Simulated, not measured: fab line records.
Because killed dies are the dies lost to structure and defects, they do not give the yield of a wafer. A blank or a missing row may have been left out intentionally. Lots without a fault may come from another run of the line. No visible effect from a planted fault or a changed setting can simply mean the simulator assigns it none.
Chamber matching || flow sky130 || 4 sister chambers for SKY_SPACER_ETCHBACK_02 on rie_diel-02
The step etches Si3N4 in CH3F/O2, stops on SiO2, time 46.7 s, target depth 45 nm. 14 wafers are shown with their chamber, then 7 later ones without.

== EACH WAFER AND ITS CHAMBER ==
{"wafer": "L722.1", "chamber": 3, "drypump_motor_current_A (A)": 6.2, "rf_fwd_power_W (W)": 396.7, "bias_w (W)": 79.65}
{"wafer": "L722.4", "chamber": 3, "drypump_motor_current_A (A)": 6.2, "rf_fwd_power_W (W)": 396.1, "bias_w (W)": 80.03}
{"wafer": "L722.6", "chamber": 2, "drypump_motor_current_A (A)": 6.0, "rf_fwd_power_W (W)": 394.1, "bias_w (W)": 79.80}
{"wafer": "L725.2", "chamber": 2, "drypump_motor_current_A (A)": 6.0, "rf_fwd_power_W (W)": 393.4, "bias_w (W)": 79.96}
{"wafer": "L725.4", "chamber": 3, "drypump_motor_current_A (A)": 6.2, "rf_fwd_power_W (W)": 396.9, "bias_w (W)": 80.22}
{"wafer": "L725.6", "chamber": 2, "drypump_motor_current_A (A)": 6.0, "rf_fwd_power_W (W)": 393.5, "bias_w (W)": 80.01}
{"wafer": "L726.1", "chamber": 0, "drypump_motor_current_A (A)": 5.6, "rf_fwd_power_W (W)": 396.1, "bias_w (W)": 80.19}
{"wafer": "L726.5", "chamber": 3, "drypump_motor_current_A (A)": 6.1, "rf_fwd_power_W (W)": 394.5, "bias_w (W)": 79.86}
{"wafer": "L726.6", "chamber": 2, "drypump_motor_current_A (A)": 6.0, "rf_fwd_power_W (W)": 392.9, "bias_w (W)": 80.42}
{"wafer": "L732.1", "chamber": 3, "drypump_motor_current_A (A)": 6.1, "rf_fwd_power_W (W)": 397.8, "bias_w (W)": 80.29}
{"wafer": "L732.2", "chamber": 2, "drypump_motor_current_A (A)": 6.0, "rf_fwd_power_W (W)": 392.9, "bias_w (W)": 79.97}
{"wafer": "L732.5", "chamber": 1, "drypump_motor_current_A (A)": 6.4, "rf_fwd_power_W (W)": 399.0, "bias_w (W)": 80.20}
{"wafer": "L734.3", "chamber": 1, "drypump_motor_current_A (A)": 6.5, "rf_fwd_power_W (W)": 397.5, "bias_w (W)": 80.31}
{"wafer": "L734.4", "chamber": 3, "drypump_motor_current_A (A)": 6.1, "rf_fwd_power_W (W)": 397.0, "bias_w (W)": 80.03}

SIGNATURES, as means of the wafers listed above
{"reading": "drypump_motor_current_A", "chamber 0": 5.600, "chamber 1": 6.450, "chamber 2": 6.000, "chamber 3": 6.150, "scatter within a chamber": 0.0447}
{"reading": "rf_fwd_power_W", "chamber 0": 396.100, "chamber 1": 398.250, "chamber 2": 393.360, "chamber 3": 396.500, "scatter within a chamber": 0.917}
{"reading": "bias_w", "chamber 0": 80.1900, "chamber 1": 80.2550, "chamber 2": 80.0320, "chamber 3": 80.0133, "scatter within a chamber": 0.223}
Rule: a wafer lies at a distance from a chamber equal to the root of the sum of squares, over the readings, of (its reading less the chamber's mean, divided by the reading's scatter). The wafer belongs to the nearest chamber; if the next one is less than 2 further off, it can't be placed. The scatter: take each reading less its chamber's mean, square it, sum over the shown wafers, divide by the number of wafers less the number of chambers, and take the root.

== WAFERS WITH NO CHAMBER GIVEN ==
{"wafer": "L734.5", "drypump_motor_current_A (A)": 6.0, "rf_fwd_power_W (W)": 391.6, "bias_w (W)": 80.10}
{"wafer": "L735.1", "drypump_motor_current_A (A)": 6.0, "rf_fwd_power_W (W)": 392.1, "bias_w (W)": 80.01}
{"wafer": "L735.4", "drypump_motor_current_A (A)": 6.4, "rf_fwd_power_W (W)": 398.1, "bias_w (W)": 80.38}
{"wafer": "L735.6", "drypump_motor_current_A (A)": 6.4, "rf_fwd_power_W (W)": 398.9, "bias_w (W)": 80.04}
{"wafer": "L744.1", "drypump_motor_current_A (A)": 6.2, "rf_fwd_power_W (W)": 397.9, "bias_w (W)": 79.92}
{"wafer": "L744.2", "drypump_motor_current_A (A)": 5.9, "rf_fwd_power_W (W)": 394.2, "bias_w (W)": 79.91}
{"wafer": "L744.5", "drypump_motor_current_A (A)": 6.5, "rf_fwd_power_W (W)": 399.2, "bias_w (W)": 80.10}

== WHICH CHAMBER EACH ONE RAN IN ==
{"wafer": "L734.5", "from the rows above": 2, "in truth": 2}
{"wafer": "L735.1", "from the rows above": 2, "in truth": 2}
{"wafer": "L735.4", "from the rows above": 1, "in truth": 1}
{"wafer": "L735.6", "from the rows above": 1, "in truth": 1}
{"wafer": "L744.1", "from the rows above": 3, "in truth": 3}
{"wafer": "L744.2", "from the rows above": 2, "in truth": 2}
{"wafer": "L744.5", "from the rows above": 1, "in truth": 1}
Correctly placed: 7 of 7. From these rows, 0 cannot be placed. 0 placed wrongly.
